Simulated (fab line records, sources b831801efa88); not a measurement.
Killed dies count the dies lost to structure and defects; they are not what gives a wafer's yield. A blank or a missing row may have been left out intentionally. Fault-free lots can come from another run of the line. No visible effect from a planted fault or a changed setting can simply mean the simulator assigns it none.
fab line records + flow gf180mcu
record:
- lots: 15
- wafers: 43
- last-day: 34
route steps=602 shown HV_LDD@213 SALICIDE@283 CONTACT@289 M1@320
lots that met no fault: taken from a fault-free run of the same line
start-h: hours from the record's opening day to when the first of the lot's shown wafers began + wait-h: hours elapsed since this lot's preceding step + " as in the row above + L1.1+2: one row covering several wafers at once + - no value, or no start was given + * or withheld: withheld + < > ~ a bound
route shown NAME@n: a module of which the file shows steps, and the number in the route of the first + usual: average and standard deviation across the fault-free wafers + same: alike in all rows + chamber/n: place in a boat + sites: readings site by site + _std_site: their standard deviation + _edge_site: the outer-site mean with the inner-site mean subtracted + radius-mm: how far each site lies from the wafer's centre + mask NAME#n: copy n + behind: the tool/chamber that last shaped the wafer + hold: cause of the lot's hold/its duration in hours/its outcome + device: which transistor (n, p or np) failed to switch + end of line: tests run on the same wafers once the route is complete + a step without rows: its recipe alone + killed: the dies lost at the first sort to structure and to defects; this is not the yield of the wafer + map: a wafer's dies, x killed, . not, _ none there
set.NAME: setting as actually run; set.NAME@STEP: the setting as run at that earlier step + model.NAME: the simulator's own value behind a step, which no gauge read
the route's steps for a sample of lots (tables are steps, rows are wafers)
services: when a tool's chamber went out of use (start-h, in hours from the record's first day, below 0 if earlier), for how many hours, and the reason
== steps ==
step: GF_HV_LDD_STRIP_37
recipe:
- chemistry: O2/N2
- power-w: 1400
- pressure-mtorr: 1500
- platen-temp-c: 250
- o2-flow-sccm: 3000
- n2-flow-sccm: 300
- overash-fraction: 0.5
usual:
- drypump-motor-current-A: 5.4/0.46
- heater-power-w: 320/37
- oes-product-au: 0.716/0.0047
- strip-time-to-endpoint-s: 12.64/0.038
same:
- overash-fraction: 0.5
| lot.wafer | tool            | chamber | start-h | wait-h | drypump-motor-current-A | heater-power-w | oes-product-au | rf-hours-counter-h | strip-time-to-endpoint-s |
|-----------|-----------------|---------|---------|--------|-------------------------|----------------|----------------|--------------------|--------------------------|
| L823.1    | plasma-asher-04 | 0       | 249.60  | 0.1    | 4.9                     | 391            | 0.714          | 61                 | 12.64                    |
| L823.5    | "               | 0       | "       | "      | 4.9                     | 385            | 0.720          | -                  | 12.64                    |
| L823.6    | "               | 1       | "       | "      | 5.4                     | 335            | 0.721          | -                  | 12.66                    |
| L824.3    | plasma-asher-02 | 0       | 260.53  | 0.1    | 4.8                     | 314            | 0.715          | -                  | 12.66                    |
| L824.5    | "               | 0       | "       | "      | 4.8                     | 304            | 0.719          | -                  | 12.66                    |
| L824.6    | "               | 1       | "       | "      | 5.7                     | 253            | 0.719          | -                  | 12.68                    |
| L828.2    | plasma-asher-02 | 0       | 287.66  | 0.1    | 4.9                     | 308            | 0.707          | 18                 | 12.61                    |
| L828.3    | "               | 1       | "       | "      | 5.7                     | 266            | 0.713          | -                  | 12.65                    |
| L828.4    | "               | 0       | "       | "      | 4.9                     | 316            | 0.710          | -                  | 12.64                    |
| L830.3    | plasma-asher-01 | 0       | 310.58  | 0.1    | 5.5                     | 323            | 0.721          | -                  | 12.61                    |
| L830.4    | "               | 1       | "       | "      | 6.3                     | 309            | 0.717          | -                  | 12.61                    |
| L832.1    | plasma-asher-01 | 0       | 321.41  | 0.1    | 5.5                     | 324            | 0.724          | 67                 | 12.65                    |
| L832.2    | "               | 1       | "       | "      | 6.2                     | 315            | 0.704          | 67                 | 12.61                    |
| L832.6    | "               | 0       | "       | "      | 5.5                     | 318            | 0.712          | -                  | 12.64                    |
| L834.1    | plasma-asher-01 | 1       | 338.76  | 0.1    | 6.2                     | 310            | 0.719          | 69                 | 12.68                    |
| L834.3    | "               | 0       | "       | "      | 5.5                     | 313            | 0.708          | -                  | 12.69                    |
| L837.3    | plasma-asher-02 | 1       | 359.93  | 0.1    | 5.7                     | 265            | 0.716          | -                  | 12.62                    |
| L837.5    | "               | 1       | "       | "      | 5.7                     | 261            | 0.715          | -                  | 12.62                    |
| L837.6    | "               | 0       | "       | "      | 4.8                     | 309            | 0.711          | -                  | 12.60                    |
| L838.2    | plasma-asher-04 | 0       | 366.55  | 0.1    | 4.9                     | 371            | 0.711          | 75                 | 12.61                    |
| L838.4    | "               | 0       | "       | "      | 4.9                     | 385            | 0.709          | -                  | 12.65                    |
| L838.5    | "               | 0       | "       | "      | 4.9                     | 387            | 0.720          | -                  | 12.66                    |
| L840.1    | plasma-asher-01 | 0       | 385.95  | 0.1    | 5.5                     | 321            | 0.714          | 73                 | 12.64                    |
| L840.2    | "               | 1       | "       | "      | 6.2                     | 309            | 0.711          | 73                 | 12.58                    |
| L840.3    | "               | 1       | "       | "      | 6.2                     | 315            | 0.718          | -                  | 12.64                    |
| L841.2    | plasma-asher-01 | 1       | 392.70  | 0.1    | 6.2                     | 312            | 0.713          | 74                 | 12.68                    |
| L841.3    | "               | 1       | "       | "      | 6.2                     | 313            | 0.720          | -                  | 12.69                    |
| L841.6    | "               | 0       | "       | "      | 5.5                     | 318            | 0.715          | -                  | 12.69                    |
| L842.3    | plasma-asher-01 | 1       | 396.89  | 0.1    | 6.3                     | 314            | 0.719          | -                  | 12.66                    |
| L842.4    | "               | 0       | "       | "      | 5.5                     | 324            | 0.718          | -                  | 12.70                    |
| L842.5    | "               | 0       | "       | "      | 5.5                     | 327            | 0.720          | -                  | 12.68                    |
| L843.3    | plasma-asher-01 | 0       | 414.53  | 0.1    | 5.5                     | 324            | 0.717          | -                  | 12.59                    |
| L843.5    | "               | 0       | "       | "      | 5.5                     | 321            | 0.716          | -                  | 12.59                    |
| L843.6    | "               | 1       | "       | "      | 6.2                     | 315            | 0.717          | -                  | 12.61                    |
| L844.1    | plasma-asher-02 | 1       | 421.90  | 0.1    | 5.7                     | 261            | 0.715          | 32                 | 12.66                    |
| L844.3    | "               | 1       | "       | "      | 5.7                     | 259            | 0.716          | -                  | 12.70                    |
| L844.5    | "               | 0       | "       | "      | 4.9                     | 312            | 0.712          | -                  | 12.66                    |
| L845.2    | plasma-asher-02 | 1       | 429.95  | 0.1    | 5.7                     | 256            | 0.727          | 33                 | 12.70                    |
| L845.3    | "               | 1       | "       | "      | 5.7                     | 258            | 0.721          | -                  | 12.67                    |
| L845.6    | "               | 0       | "       | "      | 4.9                     | 309            | 0.726          | -                  | 12.66                    |
| L846.3    | plasma-asher-02 | 1       | 434.89  | 0.1    | 5.7                     | 266            | 0.719          | -                  | 12.64                    |
| L846.4    | "               | 0       | "       | "      | 4.9                     | 309            | 0.722          | -                  | 12.60                    |
| L846.6    | "               | 0       | "       | "      | 4.9                     | 303            | 0.710          | -                  | 12.64                    |
step: GF_SALICIDE_THK_MEAS_05
recipe:
- thk-meas-gauge: xrf
- reads: TiN_of_SALICIDE_SPUTTER_03
usual:
- SALICIDE_TIN_THK: 19.8/0.3
| lot.wafer | tool          | chamber | start-h | wait-h | SALICIDE_TIN_THK[nm] |
|-----------|---------------|---------|---------|--------|----------------------|
| L823.1    | film-metro-04 | -       | 333.21  | 0.1    | 20.1                 |
| L823.5    | "             | -       | "       | "      | 20.3                 |
| L823.6    | "             | -       | "       | "      | 20.0                 |
| L824.3    | film-metro-03 | -       | 347.05  | 0.1    | 19.8                 |
| L824.5    | "             | -       | "       | "      | 20.0                 |
| L824.6    | "             | -       | "       | "      | 20.0                 |
| L828.2    | film-metro-02 | -       | 376.50  | 0.1    | 19.6                 |
| L828.3    | "             | -       | "       | "      | 20.1                 |
| L828.4    | "             | -       | "       | "      | 19.7                 |
| L830.3    | film-metro-03 | -       | 402.48  | 0.1    | 20.0                 |
| L830.4    | "             | -       | "       | "      | 20.1                 |
| L832.1    | film-metro-04 | -       | 414.92  | 0.1    | 19.9                 |
| L832.2    | "             | -       | "       | "      | 19.7                 |
| L832.6    | "             | -       | "       | "      | 19.8                 |
| L834.1    | film-metro-04 | -       | 434.88  | 0.1    | 19.6                 |
| L834.3    | "             | -       | "       | "      | 19.9                 |
| L837.3    | film-metro-03 | -       | 459.19  | 0.1    | 19.9                 |
| L837.5    | "             | -       | "       | "      | 20.2                 |
| L837.6    | "             | -       | "       | "      | 19.5                 |
| L838.2    | film-metro-04 | -       | 466.83  | 0.1    | 19.7                 |
| L838.4    | "             | -       | "       | "      | 19.8                 |
| L838.5    | "             | -       | "       | "      | 19.6                 |
| L840.1    | film-metro-03 | -       | 487.58  | 0.1    | 19.7                 |
| L840.2    | "             | -       | "       | "      | 19.8                 |
| L840.3    | "             | -       | "       | "      | 20.0                 |
| L841.2    | film-metro-04 | -       | 492.84  | 0.1    | 19.8                 |
| L841.3    | "             | -       | "       | "      | 19.9                 |
| L841.6    | "             | -       | "       | "      | 20.0                 |
| L842.3    | film-metro-03 | -       | 498.69  | 0.1    | 20.4                 |
| L842.4    | "             | -       | "       | "      | 20.2                 |
| L842.5    | "             | -       | "       | "      | 19.9                 |
| L843.3    | film-metro-04 | -       | 515.04  | 0.1    | 19.3                 |
| L843.5    | "             | -       | "       | "      | 19.4                 |
| L843.6    | "             | -       | "       | "      | 19.5                 |
| L844.1    | film-metro-04 | -       | 521.94  | 0.1    | 19.5                 |
| L844.3    | "             | -       | "       | "      | 20.0                 |
| L844.5    | "             | -       | "       | "      | 19.7                 |
| L845.2    | film-metro-03 | -       | 530.82  | 0.1    | 19.8                 |
| L845.3    | "             | -       | "       | "      | 19.6                 |
| L845.6    | "             | -       | "       | "      | 19.7                 |
| L846.3    | film-metro-03 | -       | 534.75  | 0.1    | 19.7                 |
| L846.4    | "             | -       | "       | "      | 19.9                 |
| L846.6    | "             | -       | "       | "      | 19.7                 |
step: GF_CONTACT_CVD_02
recipe:
- material: SiO2
- target-thk-nm: 860
- precursor: TEOS
- temp-c: 400
- time-s: 95.992
- rf-w: 600
usual:
- heater-power-w: 653/99
| lot.wafer | tool     | chamber | start-h | wait-h | heater-power-w |
|-----------|----------|---------|---------|--------|----------------|
| L823.1    | pecvd-04 | 2       | 333.67  | 0.1    | 462            |
| L823.5    | "        | 1       | "       | "      | 713            |
| L823.6    | "        | 2       | "       | "      | 522            |
| L824.3    | pecvd-01 | 1       | 347.49  | 0.0    | 620            |
| L824.5    | "        | 2       | "       | "      | 834            |
| L824.6    | "        | 1       | "       | "      | 675            |
| L828.2    | pecvd-02 | 1       | 376.94  | 0.0    | 667            |
| L828.3    | "        | 0       | "       | "      | 526            |
| L828.4    | "        | 0       | "       | "      | 563            |
| L830.3    | pecvd-02 | 1       | 402.92  | 0.0    | 650            |
| L830.4    | "        | 0       | "       | "      | 581            |
| L832.1    | pecvd-02 | 0       | 415.38  | 0.1    | 533            |
| L832.2    | "        | 2       | "       | "      | 803            |
| L832.6    | "        | 1       | "       | "      | 557            |
| L834.1    | pecvd-02 | 2       | 435.34  | 0.1    | 803            |
| L834.3    | "        | 1       | "       | "      | 700            |
| L837.3    | pecvd-04 | 1       | 459.82  | 0.0    | 593            |
| L837.5    | "        | 2       | "       | "      | 520            |
| L837.6    | "        | 0       | "       | "      | 618            |
| L838.2    | pecvd-04 | 0       | 467.27  | 0.0    | 793            |
| L838.4    | "        | 1       | "       | "      | 702            |
| L838.5    | "        | 0       | "       | "      | 628            |
| L840.1    | pecvd-02 | 0       | 488.06  | 0.1    | 462            |
| L840.2    | "        | 1       | "       | "      | 641            |
| L840.3    | "        | 2       | "       | "      | 761            |
| L841.2    | pecvd-04 | 2       | 493.30  | 0.0    | 448            |
| L841.3    | "        | 1       | "       | "      | 677            |
| L841.6    | "        | 1       | "       | "      | 708            |
| L842.3    | pecvd-04 | 2       | 499.14  | 0.0    | 567            |
| L842.4    | "        | 2       | "       | "      | 593            |
| L842.5    | "        | 0       | "       | "      | 783            |
| L843.3    | pecvd-04 | 1       | 515.47  | 0.0    | 602            |
| L843.5    | "        | 1       | "       | "      | 649            |
| L843.6    | "        | 0       | "       | "      | 626            |
| L844.1    | pecvd-02 | 1       | 522.40  | 0.1    | 663            |
| L844.3    | "        | 2       | "       | "      | 793            |
| L844.5    | "        | 0       | "       | "      | 589            |
| L845.2    | pecvd-04 | 1       | 531.27  | 0.0    | 692            |
| L845.3    | "        | 0       | "       | "      | 722            |
| L845.6    | "        | 2       | "       | "      | 457            |
| L846.3    | pecvd-04 | 2       | 535.19  | 0.0    | 518            |
| L846.4    | "        | 0       | "       | "      | 788            |
| L846.6    | "        | 2       | "       | "      | 550            |
step: GF_CONTACT_THK_MEAS_03
recipe:
- reads: SiO2_of_CONTACT_CVD_02
usual:
- CONTACT_CVD_02_THK: 857/13
| lot.wafer | tool          | chamber | start-h | wait-h | CONTACT_CVD_02_THK[nm] |
|-----------|---------------|---------|---------|--------|------------------------|
| L823.1    | film-metro-01 | -       | 333.74  | 0.0    | 862                    |
| L823.5    | "             | -       | "       | "      | 883                    |
| L823.6    | "             | -       | "       | "      | 872                    |
| L824.3    | film-metro-02 | -       | 347.58  | 0.1    | 868                    |
| L824.5    | "             | -       | "       | "      | 877                    |
| L824.6    | "             | -       | "       | "      | 874                    |
| L828.2    | film-metro-01 | -       | 377.02  | 0.0    | 834                    |
| L828.3    | "             | -       | "       | "      | 851                    |
| L828.4    | "             | -       | "       | "      | 872                    |
| L830.3    | film-metro-01 | -       | 403.01  | 0.1    | 313                    |
| L830.4    | "             | -       | "       | "      | 884                    |
| L832.1    | film-metro-03 | -       | 415.45  | 0.0    | 313                    |
| L832.2    | "             | -       | "       | "      | 844                    |
| L832.6    | "             | -       | "       | "      | 858                    |
| L834.1    | film-metro-03 | -       | 435.41  | 0.0    | 303                    |
| L834.3    | "             | -       | "       | "      | 303                    |
| L837.3    | film-metro-01 | -       | 459.91  | 0.1    | 867                    |
| L837.5    | "             | -       | "       | "      | 882                    |
| L837.6    | "             | -       | "       | "      | 875                    |
| L838.2    | film-metro-03 | -       | 467.35  | 0.0    | 848                    |
| L838.4    | "             | -       | "       | "      | 871                    |
| L838.5    | "             | -       | "       | "      | 864                    |
| L840.1    | film-metro-03 | -       | 488.13  | 0.0    | 858                    |
| L840.2    | "             | -       | "       | "      | 855                    |
| L840.3    | "             | -       | "       | "      | 846                    |
| L841.2    | film-metro-01 | -       | 493.38  | 0.0    | 844                    |
| L841.3    | "             | -       | "       | "      | 854                    |
| L841.6    | "             | -       | "       | "      | 859                    |
| L842.3    | film-metro-03 | -       | 499.23  | 0.1    | 837                    |
| L842.4    | "             | -       | "       | "      | 840                    |
| L842.5    | "             | -       | "       | "      | 837                    |
| L843.3    | film-metro-01 | -       | 515.56  | 0.1    | 854                    |
| L843.5    | "             | -       | "       | "      | 863                    |
| L843.6    | "             | -       | "       | "      | 846                    |
| L844.1    | film-metro-01 | -       | 522.47  | 0.0    | 855                    |
| L844.3    | "             | -       | "       | "      | 858                    |
| L844.5    | "             | -       | "       | "      | 865                    |
| L845.2    | film-metro-03 | -       | 531.35  | 0.0    | 846                    |
| L845.3    | "             | -       | "       | "      | 819                    |
| L845.6    | "             | -       | "       | "      | 850                    |
| L846.3    | film-metro-01 | -       | 535.28  | 0.1    | 840                    |
| L846.4    | "             | -       | "       | "      | 849                    |
| L846.6    | "             | -       | "       | "      | 860                    |
step: GF_CONTACT_CMP_04
recipe:
- material: SiO2
- down-force-psi: 4
- platen-rpm: 60
- pad-velocity-m-s: 0.94248
usual:
- motor-current-A: 12.0/1.2
- time-to-endpoint-s: 107/6.3
| lot.wafer | tool   | chamber | start-h | wait-h | motor-current-A | time-to-endpoint-s |
|-----------|--------|---------|---------|--------|-----------------|--------------------|
| L823.1    | cmp-01 | 1       | 333.95  | 0.2    | 9.7             | 112                |
| L823.6    | "      | 2       | "       | "      | 12.2            | 111                |
| L823.5    | "      | 3       | "       | "      | 12.8            | 116                |
| L824.3    | cmp-02 | 3       | 347.67  | 0.1    | 10.6            | 113                |
| L824.6    | "      | 2       | "       | "      | 12.8            | 115                |
| L824.5    | "      | 3       | "       | "      | 11.0            | 119                |
| L828.2    | cmp-01 | 0       | 377.12  | 0.1    | 12.6            | 93                 |
| L828.4    | "      | 1       | "       | "      | 10.0            | 117                |
| L828.3    | "      | 2       | "       | "      | 12.4            | 102                |
| L830.4    | cmp-01 | 2       | 403.05  | 0.0    | 12.5            | 111                |
| L830.3    | "      | 3       | "       | "      | 13.5            | 43                 |
| L832.1    | cmp-02 | 0       | 415.51  | 0.1    | 11.6            | 42                 |
| L832.2    | "      | 3       | "       | "      | 10.3            | 109                |
| L832.6    | "      | 1       | "       | "      | 12.4            | 115                |
| L834.1    | cmp-02 | 0       | 435.47  | 0.1    | 11.8            | 43                 |
| L834.3    | "      | 2       | "       | "      | 12.8            | 48                 |
| L837.3    | cmp-01 | 0       | 460.14  | 0.2    | 13.1            | 101                |
| L837.5    | "      | 1       | "       | "      | 9.6             | 116                |
| L837.6    | "      | 2       | "       | "      | 12.0            | 104                |
| L838.2    | cmp-01 | 1       | 467.50  | 0.1    | 9.6             | 105                |
| L838.4    | "      | 2       | "       | "      | 12.3            | 103                |
| L838.5    | "      | 0       | "       | "      | 13.1            | 103                |
| L840.1    | cmp-01 | 0       | 488.19  | 0.1    | 13.1            | 101                |
| L840.2    | "      | 1       | "       | "      | 9.9             | 104                |
| L840.3    | "      | 2       | "       | "      | 12.7            | 97                 |
| L841.2    | cmp-02 | 3       | 493.48  | 0.1    | 10.8            | 107                |
| L841.3    | "      | 0       | "       | "      | 12.1            | 110                |
| L841.6    | "      | 3       | "       | "      | 10.3            | 113                |
| L842.4    | cmp-02 | 1       | 499.27  | 0.0    | 12.2            | 101                |
| L842.3    | "      | 0       | "       | "      | 11.7            | 98                 |
| L842.5    | "      | 2       | "       | "      | 13.1            | 102                |
| L843.3    | cmp-02 | 3       | 515.75  | 0.2    | 10.9            | 110                |
| L843.5    | "      | 0       | "       | "      | 11.8            | 107                |
| L843.6    | "      | 1       | "       | "      | 11.7            | 105                |
| L844.3    | cmp-02 | 3       | 522.63  | 0.1    | 10.8            | 110                |
| L844.1    | "      | 0       | "       | "      | 12.0            | 105                |
| L844.5    | "      | 2       | "       | "      | 13.6            | 112                |
| L845.2    | cmp-02 | 1       | 531.40  | 0.0    | 12.0            | 104                |
| L845.3    | "      | 3       | "       | "      | 10.4            | 95                 |
| L845.6    | "      | 1       | "       | "      | 11.4            | 104                |
| L846.3    | cmp-02 | 2       | 535.37  | 0.1    | 12.5            | 98                 |
| L846.4    | "      | 3       | "       | "      | 11.2            | 102                |
| L846.6    | "      | 2       | "       | "      | 13.3            | 108                |
step: GF_CONTACT_ETCH_17
recipe:
- chemistry: C4F8/O2/Ar
- mask-material: KrF
- target: SiO2
- stop-on: CoSi2
- source-w: 1500
- bias-w: 1200
- pressure-mtorr: 40
- c4f8-flow-sccm: withheld
- O2_flow_sccm: 6
- Ar_flow_sccm: 300
- time-s: withheld
- target-depth-a: 8600
usual:
- oes-product-au: 0.815/0.0044
| lot.wafer | tool        | chamber | start-h | wait-h | oes-product-au |
|-----------|-------------|---------|---------|--------|----------------|
| L823.1    | rie-diel-04 | 3       | -       | -      | 0.818          |
| L823.5    | "           | 3       | "       | "      | 0.817          |
| L823.6    | "           | 0       | "       | "      | 0.809          |
| L824.3    | rie-diel-03 | 0       | -       | -      | 0.826          |
| L824.5    | "           | 1       | "       | "      | 0.815          |
| L824.6    | "           | 0       | "       | "      | 0.816          |
| L828.2    | rie-diel-01 | 3       | -       | -      | 0.814          |
| L828.3    | "           | 0       | "       | "      | 0.813          |
| L828.4    | "           | 2       | "       | "      | 0.816          |
| L830.3    | rie-diel-04 | 3       | -       | -      | 0.689          |
| L830.4    | "           | 2       | "       | "      | 0.814          |
| L832.1    | rie-diel-03 | 1       | -       | -      | 0.688          |
| L832.2    | "           | 3       | "       | "      | 0.813          |
| L832.6    | "           | 3       | "       | "      | 0.813          |
| L834.1    | rie-diel-01 | 0       | -       | -      | 0.682          |
| L834.3    | "           | 2       | "       | "      | 0.682          |
| L837.3    | rie-diel-03 | 2       | -       | -      | 0.823          |
| L837.5    | "           | 0       | "       | "      | 0.819          |
| L837.6    | "           | 1       | "       | "      | 0.810          |
| L838.2    | rie-diel-03 | 1       | -       | -      | 0.817          |
| L838.4    | "           | 1       | "       | "      | 0.815          |
| L838.5    | "           | 0       | "       | "      | 0.815          |
| L840.1    | rie-diel-04 | 3       | -       | -      | 0.816          |
| L840.2    | "           | 2       | "       | "      | 0.812          |
| L840.3    | "           | 1       | "       | "      | 0.815          |
| L841.2    | rie-diel-03 | 0       | -       | -      | 0.821          |
| L841.3    | "           | 3       | "       | "      | 0.820          |
| L841.6    | "           | 0       | "       | "      | 0.819          |
| L842.3    | rie-diel-01 | 3       | -       | -      | 0.817          |
| L842.4    | "           | 2       | "       | "      | 0.818          |
| L842.5    | "           | 2       | "       | "      | 0.810          |
| L843.3    | rie-diel-04 | 0       | -       | -      | 0.819          |
| L843.5    | "           | 1       | "       | "      | 0.799          |
| L843.6    | "           | 0       | "       | "      | 0.825          |
| L844.1    | rie-diel-03 | 1       | -       | -      | 0.815          |
| L844.3    | "           | 3       | "       | "      | 0.818          |
| L844.5    | "           | 2       | "       | "      | 0.811          |
| L845.2    | rie-diel-01 | 3       | -       | -      | 0.806          |
| L845.3    | "           | 1       | "       | "      | 0.814          |
| L845.6    | "           | 0       | "       | "      | 0.817          |
| L846.3    | rie-diel-04 | 3       | -       | -      | 0.817          |
| L846.4    | "           | 1       | "       | "      | 0.820          |
| L846.6    | "           | 2       | "       | "      | 0.808          |
step: GF_M1_RS_MEAS_05
recipe:
- thk-meas-gauge: four-point-probe
- reads: TiN_of_M1_SPUTTER_04+Ti_of_M1_SPUTTER_03+AlCu_of_M1_SPUTTER_02+TiN_of_M1_SPUTTER_01+Ti_of_M1_SPUTTER_00
usual:
- M1_ALCU_RS: 0.0695/0.0008
| lot.wafer | tool          | chamber | start-h | wait-h | M1_ALCU_RS[ohm/sq] |
|-----------|---------------|---------|---------|--------|--------------------|
| L823.1    | film-metro-04 | -       | 356.62  | 0.0    | 0.0709             |
| L823.5    | "             | -       | "       | "      | 0.0712             |
| L823.6    | "             | -       | "       | "      | 0.0705             |
| L824.3    | film-metro-02 | -       | 370.83  | 0.1    | 0.0706             |
| L824.5    | "             | -       | "       | "      | 0.0707             |
| L824.6    | "             | -       | "       | "      | 0.0692             |
| L828.2    | film-metro-02 | -       | 402.84  | 0.0    | 0.0691             |
| L828.3    | "             | -       | "       | "      | 0.0712             |
| L828.4    | "             | -       | "       | "      | 0.0705             |
| L830.3    | film-metro-04 | -       | 428.73  | 0.1    | 0.0696             |
| L830.4    | "             | -       | "       | "      | 0.0697             |
| L832.1    | film-metro-01 | -       | 441.46  | 0.0    | 0.0692             |
| L832.2    | "             | -       | "       | "      | 0.0697             |
| L832.6    | "             | -       | "       | "      | 0.0699             |
| L834.1    | film-metro-04 | -       | 462.11  | 0.0    | 0.0701             |
| L834.3    | "             | -       | "       | "      | 0.0701             |
| L837.3    | film-metro-04 | -       | 485.62  | 0.1    | 0.0697             |
| L837.5    | "             | -       | "       | "      | 0.0696             |
| L837.6    | "             | -       | "       | "      | 0.0700             |
| L838.2    | film-metro-04 | -       | 493.06  | 0.0    | 0.0687             |
| L838.4    | "             | -       | "       | "      | 0.0696             |
| L838.5    | "             | -       | "       | "      | 0.0695             |
| L840.1    | film-metro-04 | -       | 513.30  | 0.0    | 0.0676             |
| L840.2    | "             | -       | "       | "      | 0.0671             |
| L840.3    | "             | -       | "       | "      | 0.0681             |
| L841.2    | film-metro-01 | -       | 518.93  | 0.0    | 0.0701             |
| L841.3    | "             | -       | "       | "      | 0.0704             |
| L841.6    | "             | -       | "       | "      | 0.0705             |
| L842.3    | film-metro-04 | -       | 524.35  | 0.1    | 0.0693             |
| L842.4    | "             | -       | "       | "      | 0.0688             |
| L842.5    | "             | -       | "       | "      | 0.0689             |
| L843.3    | film-metro-04 | -       | 540.50  | 0.1    | 0.0688             |
| L843.5    | "             | -       | "       | "      | 0.0683             |
| L843.6    | "             | -       | "       | "      | 0.0690             |
| L844.1    | film-metro-04 | -       | 547.72  | 0.0    | 0.0693             |
| L844.3    | "             | -       | "       | "      | 0.0685             |
| L844.5    | "             | -       | "       | "      | 0.0698             |
| L845.2    | film-metro-04 | -       | 556.00  | 0.1    | 0.0695             |
| L845.3    | "             | -       | "       | "      | 0.0685             |
| L845.6    | "             | -       | "       | "      | 0.0693             |
| L846.3    | film-metro-04 | -       | 559.21  | 0.1    | 0.0705             |
| L846.4    | "             | -       | "       | "      | 0.0704             |
| L846.6    | "             | -       | "       | "      | 0.0705             |
== services ==
| tool            | chamber | start-h | hours | kind   |
|-----------------|---------|---------|-------|--------|
| cmp-02          | -       | 232.00  | 4.0   | pm     |
| cmp-01          | -       | 236.00  | 5.7   | pm     |
| plasma-asher-02 | -       | 245.92  | 9.6   | pm     |
| cmp-01          | -       | 266.74  | 0.5   | repair |
| cmp-02          | -       | 291.00  | 19.9  | pm     |
| cmp-02          | -       | 328.53  | 0.2   | repair |
| pecvd-04        | -       | 346.36  | 6.0   | pm     |
| cmp-01          | -       | 347.49  | 0.9   | repair |
| cmp-02          | -       | 357.12  | 1.3   | repair |
| plasma-asher-01 | -       | 366.53  | 0.6   | repair |
| rie-diel-03     | 1       | 380.35  | 4.9   | repair |
| cmp-02          | -       | 383.20  | 4.5   | repair |
| rie-diel-03     | 1       | 387.23  | 1.2   | repair |
| cmp-01          | -       | 393.51  | 0.3   | repair |
| cmp-02          | -       | 416.48  | 6.3   | pm     |
| pecvd-04        | -       | 487.46  | 5.5   | pm     |
| rie-diel-03     | 2       | 488.65  | 5.1   | repair |
| plasma-asher-01 | -       | 494.47  | 14.6  | pm     |
| pecvd-04        | 1       | 503.96  | 6.0   | repair |
| plasma-asher-02 | -       | 511.76  | 2.8   | pm     |
| pecvd-04        | 2       | 516.62  | 6.1   | repair |
| pecvd-04        | -       | 533.21  | 1.2   | repair |
| pecvd-04        | -       | 535.52  | 1.1   | repair |
| pecvd-04        | -       | 552.65  | 2.8   | pm     |
== key ==
first-sign:
- step: GF_CONTACT_THK_MEAS_03
- reading: CONTACT_CVD_02_THK
- direction: down
- sigmas: 41
- usual: 857
- struck: 308
effect:
- step: GF_CONTACT_CMP_04
- reading: time-to-endpoint-s
- direction: down
- sigmas: 9.9
- usual: *
- struck: *
effect:
- step: GF_CONTACT_ETCH_17
- reading: oes-product-au
- direction: down
- sigmas: 29
- usual: 0.815
- struck: 0.685
met-at GF_CONTACT_CVD_02
struck-lots L830,L832,L834
struck-wafers L830.3,L832.1,L834.1,L834.3
sort-left-out L830.3,L832.1,L834.1,L834.3
tester-left-out L830,L832,L834
not-acting-at GF_HV_LDD_STRIP_37,GF_SALICIDE_THK_MEAS_05,GF_M1_RS_MEAS_05
onset-between 376.94 402.92
fault:
- kind: process-parameter-drift
- tool: pecvd-02
- chamber: -
- onset-h: 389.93
- steps: GF_CONTACT_CVD_02
- channel: target-thk-nm
- offset: -549.62
- shape: step
- end-h: 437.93
- scope: struck-wafers-only
- acts-in: these-recipes-only
- stated: 860
tester-left-out: of these lots the tester's yield and bins aren't shown, on N5 and GAA mostly nor the transistor test; their killed dies are dies lost to structure and defects alone, not to doping, threshold or leakage, so they don't give the yield
sort-left-out: the simulated sort isn't trusted on such a fault, so these wafers' sort isn't shown, and their yield isn't known
